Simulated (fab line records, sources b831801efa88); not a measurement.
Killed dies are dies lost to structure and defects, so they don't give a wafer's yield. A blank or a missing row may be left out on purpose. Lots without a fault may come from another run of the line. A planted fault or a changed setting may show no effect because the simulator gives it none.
fab line records | flow gf180mcu
record lots=12 wafers=35 last_day=34
route steps=602 shown V4@500 MIM@503 M5@535 TOP_METAL@580
lots that met no fault: from a run of the same line without faults
start_h: hours from the record's first day to the start of the lot's first wafer shown | wait_h: hours since the lot's step before | " the same as in the row above | L1.1+2: a row that stands for several wafers | - no value, or no start given | * or withheld: withheld | < > ~ a bound
route shown NAME@n: a module of which the file shows steps, and the number in the route of the first | usual: mean/standard deviation of fault-free wafers | same: alike in all rows | chamber/n: place in a boat | sites: the reading at each site | _std_site: their standard deviation | _edge_site: outer sites' mean less inner sites' | radius_mm: how far each site lies from the wafer's centre | mask NAME#n: copy n | behind: the tool/chamber that last shaped the wafer | hold: why the lot was held/for how many hours/how that ended | device: the transistor (n, p or np) that didn't switch | end of line: the same wafers' tests at the end of the route | a step without rows: its recipe alone | killed: dies lost to structure and defects at the first sort, not the wafer's yield | map: a wafer's dies, x killed, . not, _ none there
set.NAME: the setting as run; set.NAME@STEP: as run at that earlier step | model.NAME: the simulator's own value behind a step, which no gauge read
steps of the route over a sample of lots; a table a step, a row a wafer
services: from which hour (start_h, from the record's first day; less than 0 if before it) a tool's chamber was out of use, for how many hours, and why
## steps
# step GF_V4_RS_MEAS_24
# recipe thk_meas_gauge=four-point-probe reads=W_of_V4_CVD_23+TiN_of_V4_SPUTTER_22+Ti_of_V4_SPUTTER_21
# usual V4_W_RS=0.329/0.0054
# columns lot.wafer tool chamber start_h wait_h V4_W_RS[ohm/sq]
L101.2 film_metro-01 - 558.72 0.1 0.328
L101.3 " - " " 0.333
L101.6 " - " " 0.335
L102.1 film_metro-03 - 563.11 0.1 0.335
L102.4 " - " " 0.328
L102.6 " - " " 0.332
L105.2 film_metro-04 - 595.86 0.1 0.324
L105.3 " - " " 0.330
L105.4 " - " " 0.324
L107.3 film_metro-04 - 613.44 0.1 0.325
L107.4 " - " " 0.324
L107.6 " - " " 0.328
L108.4 film_metro-04 - 621.23 0.1 0.335
L108.5 " - " " 0.322
L108.6 " - " " 0.337
L116.1 film_metro-03 - 682.84 0.1 0.341
L116.3 " - " " 0.342
L119.3 film_metro-01 - 699.04 0.1 0.326
L119.4 " - " " 0.335
L119.6 " - " " 0.336
L120.1 film_metro-01 - 704.39 0.1 0.332
L120.4 " - " " 0.326
L120.6 " - " " 0.329
L121.1 film_metro-03 - 711.85 0.1 0.334
L121.3 " - " " 0.335
L121.6 " - " " 0.332
L122.1 film_metro-01 - 719.05 0.2 0.326
L122.3 " - " " 0.326
L122.6 " - " " 0.326
L123.2 film_metro-03 - 725.92 0.1 0.325
L123.4 " - " " 0.330
L123.5 " - " " 0.328
L124.3 film_metro-01 - 729.39 0.1 0.327
L124.4 " - " " 0.338
L124.5 " - " " 0.329
# step GF_MIM_SPUTTER_00
# recipe material=Ti target_thk_nm=37.5 arriving_ion_energy_ev=80 substrate_temp_c=200 chamber_pressure_pa=2 power_w=4000 time_s=150
# usual throttle_valve_pct=29.6/0.68
# columns lot.wafer tool chamber start_h wait_h throttle_valve_pct
L101.2 pvd_sputter-03 - 559.18 0.2 29.3
L101.3 " - " " 29.1
L101.6 " - " " 29.0
L102.1 pvd_sputter-03 - 563.59 0.1 29.5
L102.4 " - " " 28.8
L102.6 " - " " 29.8
L105.2 pvd_sputter-03 - 596.32 0.2 29.6
L105.3 " - " " 29.5
L105.4 " - " " 29.2
L107.3 pvd_sputter-04 - 613.88 0.2 30.4
L107.4 " - " " 29.5
L107.6 " - " " 30.2
L108.4 pvd_sputter-02 - 621.65 0.1 30.2
L108.5 " - " " 30.7
L108.6 " - " " 30.3
L116.1 pvd_sputter-02 - 683.32 0.1 28.5
L116.3 " - " " 29.1
L119.3 pvd_sputter-04 - 699.48 0.2 30.5
L119.4 " - " " 29.9
L119.6 " - " " 29.2
L120.1 pvd_sputter-02 - 704.87 0.2 30.4
L120.4 " - " " 30.2
L120.6 " - " " 30.4
L121.1 pvd_sputter-02 - 712.33 0.2 29.1
L121.3 " - " " 30.1
L121.6 " - " " 30.5
L122.1 pvd_sputter-03 - 719.53 0.1 29.5
L122.3 " - " " 29.2
L122.6 " - " " 28.9
L123.2 pvd_sputter-03 - 726.38 0.2 29.4
L123.4 " - " " 29.1
L123.5 " - " " 29.2
L124.3 pvd_sputter-02 - 730.40 0.2 28.2
L124.4 " - " " 30.6
L124.5 " - " " 29.0
# step GF_M5_ETCH_09
# recipe chemistry=CF4/O2 target=Si3N4 target_depth_nm=52 source_w=800 bias_w=150 pressure_mtorr=150 cf4_flow_sccm=80 O2_flow_sccm=10 time_s=11.6
# usual drypump_motor_current_A=5.6/0.52 oes_product_au=0.996/0.015 throttle_valve_pct=5.969/0.01
# columns lot.wafer tool chamber start_h wait_h drypump_motor_current_A oes_product_au rf_hours_counter_h throttle_valve_pct
L101.2 rie_diel-04 0 603.07 0.0 6.1 1.025 2 5.995
L101.3 " 3 " " 5.3 0.980 12 5.970
L101.6 " 2 " " 5.8 1.001 - 5.977
L102.1 rie_diel-03 3 607.72 0.0 5.4 0.983 20 5.951
L102.4 " 1 " " 5.6 0.995 4 5.969
L102.6 " 0 " " 6.4 1.006 - 5.963
L105.2 rie_diel-02 3 638.30 0.0 5.2 0.993 5 5.982
L105.3 " 0 " " 5.7 0.968 10 5.950
L105.4 " 2 " " 5.6 0.999 1 5.986
L107.3 rie_diel-03 2 655.12 0.0 5.6 0.969 7 5.953
L107.4 " 1 " " 5.6 0.987 5 5.968
L107.6 " 3 " " 5.4 0.985 - 5.975
L108.4 rie_diel-02 2 662.07 0.0 5.6 0.995 1 5.957
L108.5 " 1 " " 6.4 1.024 - 5.973
L108.6 " 2 " " 5.7 1.001 - 5.970
L116.1 rie_diel-04 3 720.52 0.0 5.3 0.993 15 5.961
L116.3 " 2 " " 5.8 1.005 20 5.969
L119.3 rie_diel-04 0 735.65 0.0 6.1 1.011 8 5.977
L119.4 " 2 " " 5.7 0.998 20 5.987
L119.6 " 0 " " 6.1 1.011 - 5.981
L120.1 rie_diel-02 3 741.31 0.0 5.2 1.006 9 5.964
L120.4 " 2 " " 5.6 0.999 5 5.988
L120.6 " 1 " " 6.4 1.029 - 5.990
L121.1 rie_diel-02 3 748.47 0.0 5.2 0.986 9 5.971
L121.3 " 0 " " 5.7 0.976 13 5.987
L121.6 " 3 " " 5.2 0.989 - 5.954
L122.1 rie_diel-04 1 754.74 0.0 4.6 0.983 16 5.970
L122.3 " 2 " " 5.8 1.007 21 5.974
L122.6 " 3 " " 5.3 0.983 - 5.949
L123.2 rie_diel-04 0 761.05 0.0 6.1 1.010 8 5.988
L123.4 " 2 " " 5.8 1.002 21 5.961
L123.5 " 2 " " 5.8 1.019 - 5.972
L124.3 rie_diel-02 1 765.06 0.0 6.4 1.020 11 5.987
L124.4 " 3 " " 5.2 0.986 - 5.973
L124.5 " 1 " " 6.4 1.015 - 5.949
# step GF_TOP_METAL_DEVELOP_13
# recipe develop_time_s=60 dev_temp_c=23
# usual developer_temp_C=23.03/0.091
# columns lot.wafer tool chamber start_h wait_h developer_temp_C
L101.2 litho_track-03 0 647.39 0.1 23.05
L101.3 " 0 " " 22.93
L101.6 " 0 " " 23.06
L102.1 litho_track-02 0 650.94 0.1 23.13
L102.4 " 0 " " 23.10
L102.6 " 0 " " 23.02
L105.2 litho_track-03 0 680.44 0.1 23.04
L105.3 " 0 " " 23.15
L105.4 " 0 " " 23.15
L107.3 litho_track-02 0 695.54 0.1 23.14
L107.4 " 0 " " 22.87
L107.6 " 0 " " 23.02
L108.4 litho_track-02 0 701.72 0.1 23.03
L108.5 " 0 " " 22.99
L108.6 " 0 " " 22.94
L116.1 litho_track-02 0 758.09 0.1 23.17
L116.3 " 0 " " 23.23
L119.3 litho_track-03 0 772.31 0.1 23.23
L119.4 " 0 " " 23.06
L119.6 " 0 " " 22.94
L120.1 litho_track-04 0 776.76 0.1 23.01
L120.4 " 0 " " 23.07
L120.6 " 0 " " 23.07
L121.1 litho_track-03 0 783.61 0.1 23.06
L121.3 " 0 " " 23.04
L121.6 " 0 " " 23.00
L122.1 litho_track-03 0 789.46 0.1 23.02
L122.3 " 0 " " 23.02
L122.6 " 0 " " 23.14
L123.2 litho_track-04 0 795.14 0.1 23.07
L123.4 " 0 " " 22.99
L123.5 " 0 " " 22.82
L124.3 litho_track-03 0 798.96 0.1 23.19
L124.4 " 0 " " 23.11
L124.5 " 0 " " 23.02
# step GF_TOP_METAL_CD_MEAS_14
# recipe target_cd_nm=440
# usual cd_nm=439.7/2
# columns lot.wafer tool chamber start_h wait_h cd_nm
L101.2 cd_sem-02 - 647.53 0.1 439.9
L101.3 " - " " 437.7
L101.6 " - " " 437.6
L102.1 cd_sem-02 - 651.09 0.1 438.6
L102.4 " - " " 439.2
L102.6 " - " " 437.2
L105.2 cd_sem-01 - 680.58 0.1 437.9
L105.3 " - " " 437.8
L105.4 " - " " 438.7
L107.3 cd_sem-02 - 695.68 0.1 440.7
L107.4 " - " " 436.6
L107.6 " - " " 439.5
L108.4 cd_sem-02 - 701.85 0.1 436.8
L108.5 " - " " 436.0
L108.6 " - " " 436.1
L116.1 cd_sem-01 - 758.30 0.2 458.2
L116.3 " - " " 442.4
L119.3 cd_sem-01 - 772.45 0.1 441.7
L119.4 " - " " 440.3
L119.6 " - " " 440.8
L120.1 cd_sem-01 - 776.91 0.1 436.3
L120.4 " - " " 438.6
L120.6 " - " " 438.9
L121.1 cd_sem-01 - 783.78 0.1 437.6
L121.3 " - " " 437.5
L121.6 " - " " 437.7
L122.1 cd_sem-02 - 789.61 0.1 439.8
L122.3 " - " " 441.7
L122.6 " - " " 440.2
L123.2 cd_sem-01 - 795.28 0.1 440.7
L123.4 " - " " 439.0
L123.5 " - " " 438.7
L124.3 cd_sem-01 - 799.10 0.1 438.8
L124.4 " - " " 439.2
L124.5 " - " " 442.6
## services
# columns tool chamber start_h hours kind
rie_diel-03 1 570.79 4.8 repair
pvd_sputter-02 - 597.95 0.5 repair
rie_diel-02 2 603.28 - clean
rie_diel-02 2 603.28 16.8 scheduled_down
rie_diel-02 2 603.28 16.8 vent_cycle
rie_diel-04 3 619.41 20.0 repair
pvd_sputter-03 0 621.74 - consumable_replace:kit
pvd_sputter-03 0 621.74 18.0 scheduled_down
pvd_sputter-03 0 621.74 18.0 vent_cycle
rie_diel-04 - 632.24 0.2 repair
rie_diel-04 - 639.63 0.8 repair
rie_diel-04 - 652.30 0.5 repair
pvd_sputter-04 - 667.77 1.9 repair
pvd_sputter-04 - 683.56 6.2 repair
pvd_sputter-03 - 687.63 9.2 repair
rie_diel-02 0 705.67 3.4 repair
rie_diel-02 0 720.18 6.3 repair
pvd_sputter-03 3 736.51 - consumable_replace:kit
pvd_sputter-03 3 736.51 18.0 scheduled_down
pvd_sputter-03 3 736.51 18.0 vent_cycle
rie_diel-02 2 748.30 22.5 repair
rie_diel-04 - 770.99 0.7 repair
pvd_sputter-02 - 775.26 0.8 repair
rie_diel-02 3 794.07 2.4 repair
## key
first_sign step=GF_TOP_METAL_CD_MEAS_14 reading=cd_nm direction=up sigmas=9.1 usual=439.7 struck=458.2
effect none on later readings
met_at GF_TOP_METAL_DEVELOP_13
struck_lots L116
struck_wafers L116.1
not_acting_at GF_V4_RS_MEAS_24,GF_MIM_SPUTTER_00,GF_M5_ETCH_09
onset_between 701.72 758.09
fault kind=process_parameter_drift tool=litho_track-02 chamber=- onset_h=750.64 steps=GF_TOP_METAL_DEVELOP_13 channel=develop_time_s offset=* shape=step end_h=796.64 scope=struck_wafers_only acts_in=* stated=*
